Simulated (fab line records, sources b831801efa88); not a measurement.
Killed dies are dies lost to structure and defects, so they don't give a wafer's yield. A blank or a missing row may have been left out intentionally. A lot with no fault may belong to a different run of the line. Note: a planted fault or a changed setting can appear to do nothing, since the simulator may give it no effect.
Comparing a struck lot with a sound one	flow sky130	15 steps out of a route of 708
Sound: these wafers, L916.1, L916.2, L916.6. Struck: wafer L902.4. (L902.3, L902.5 of the same lot were not struck and are left out.) The cause comes at the end.
Per side, at each step with rows, come the tool, then ch with its chambers, and then its first start. Under that, the readings that differ: sound wafers	struck wafers	difference of the means	sigmas: that difference in standard deviations of wafers without a fault.
alike: readings whose means differ by less than 2 such deviations, and words and numbers that are the same on both sides. not compared: withheld readings, readings that some wafer has no value for, bounds like >300 that may hide the same value, and numbers for which the record gives no deviation and whose values overlap.
Wherever a step has rows on one side only, a row that says differs or no value, or a row with sigmas, the two part there. When numbers do not overlap yet have no deviation, they are printed without sigmas and do not part them. A reading that every wafer of one side lacks parts them only if that side has two wafers or more.

SKY_LOCAL_INTERCONNECT_RS_MEAS_01: a four-point-probe measurement.
  sound on film-metro-02 at day 35 23:45; struck on film-metro-04 at day 31 15:44
  alike: LOCAL_INTERCONNECT_TIN_RS
SKY_LOCAL_INTERCONNECT_THK_MEAS_02: measures by xrf.
  sound on film-metro-02 at day 35 23:52; struck on film-metro-04 at day 31 15:50
  alike: LOCAL_INTERCONNECT_TIN_THK
then, 8 steps without rows for these wafers: SKY_LOCAL_INTERCONNECT_DEHYDRATE_03 (time 60 s); SKY_LOCAL_INTERCONNECT_HMDS_04 (prime time 60 s); SKY_LOCAL_INTERCONNECT_COAT_05 (resist thk 60 nm); SKY_LOCAL_INTERCONNECT_COAT_06 (resist thk 450 nm); SKY_LOCAL_INTERCONNECT_SOFTBAKE_07 (time 90 s); SKY_LOCAL_INTERCONNECT_EXPOSE_08 (exposes mask LI1M, target cd 170 nm); SKY_LOCAL_INTERCONNECT_PEB_09; SKY_LOCAL_INTERCONNECT_DEVELOP_10 (develop time 60 s).
SKY_LOCAL_INTERCONNECT_CD_MEAS_11: target cd 170 nm.
  sound on cd-sem-02 at day 37 01:55; struck on cd-sem-01 at day 32 19:49
  alike: cd-nm
SKY_LOCAL_INTERCONNECT_OVL_MEAS_12:
  sound on overlay-01 at day 37 02:02; struck on overlay-01 at day 32 19:55
  alike: LOCAL_INTERCONNECT_OVL
SKY_LOCAL_INTERCONNECT_ETCH_13: etches BARC in N2/H2, stops on SiO2, time 45.9 s, target depth 60 nm.
  sound on rie-metal-02 ch 0,1, day 37 02:05; struck on rie-metal-02 ch 0, day 32 19:57
reading	sound	struck	difference	sigmas
chamber-pressure-mTorr (mTorr)	29.995 29.973 30.018	36.007	+6.012	+99 or more
  alike: drypump-motor-current-A, he-backside-leak-sccm, oes-product-au, throttle-valve-pct
  not compared: rf-hours-counter-h
SKY_LOCAL_INTERCONNECT_METAL_ETCH_14: etches TiN in Cl2/BCl3, stops on PSG, target depth 110 nm, time 31.4 s.
  sound on rie-metal-02 ch 0,1, day 37 02:08; struck on rie-metal-02 ch 0, day 32 20:01
  alike: chamber-pressure-mTorr, drypump-motor-current-A, he-backside-leak-sccm, oes-product-au, throttle-valve-pct
  not compared: rf-hours-counter-h
-- the record jumps here: 15 days lie between the struck wafers' starts before and after (it left off in module LOCAL_INTERCONNECT and takes up again in module PAD_OPEN, whose first step shown is number 708 of the route) --
SKY_PAD_OPEN_PROBE_99:
  sound on prober-02 at day 50 15:07; struck on prober-02 at day 47 14:04
  alike: killed_at_M0_to_M3, killed_at_M4_up, killed-at-contacts, killed-at-front-end, killed-at-other, killed-dies, killed-open, killed-short

## WHERE THEY PART
Only at SKY_LOCAL_INTERCONNECT_ETCH_13, within this record. Later steps at which nothing parts them and some readings are alike: SKY_LOCAL_INTERCONNECT_METAL_ETCH_14, SKY_PAD_OPEN_PROBE_99.

WHY: whatever the simulator had introduced
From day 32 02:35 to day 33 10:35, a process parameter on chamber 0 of rie-metal-02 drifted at SKY_LOCAL_INTERCONNECT_ETCH_13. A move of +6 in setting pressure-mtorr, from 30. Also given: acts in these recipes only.
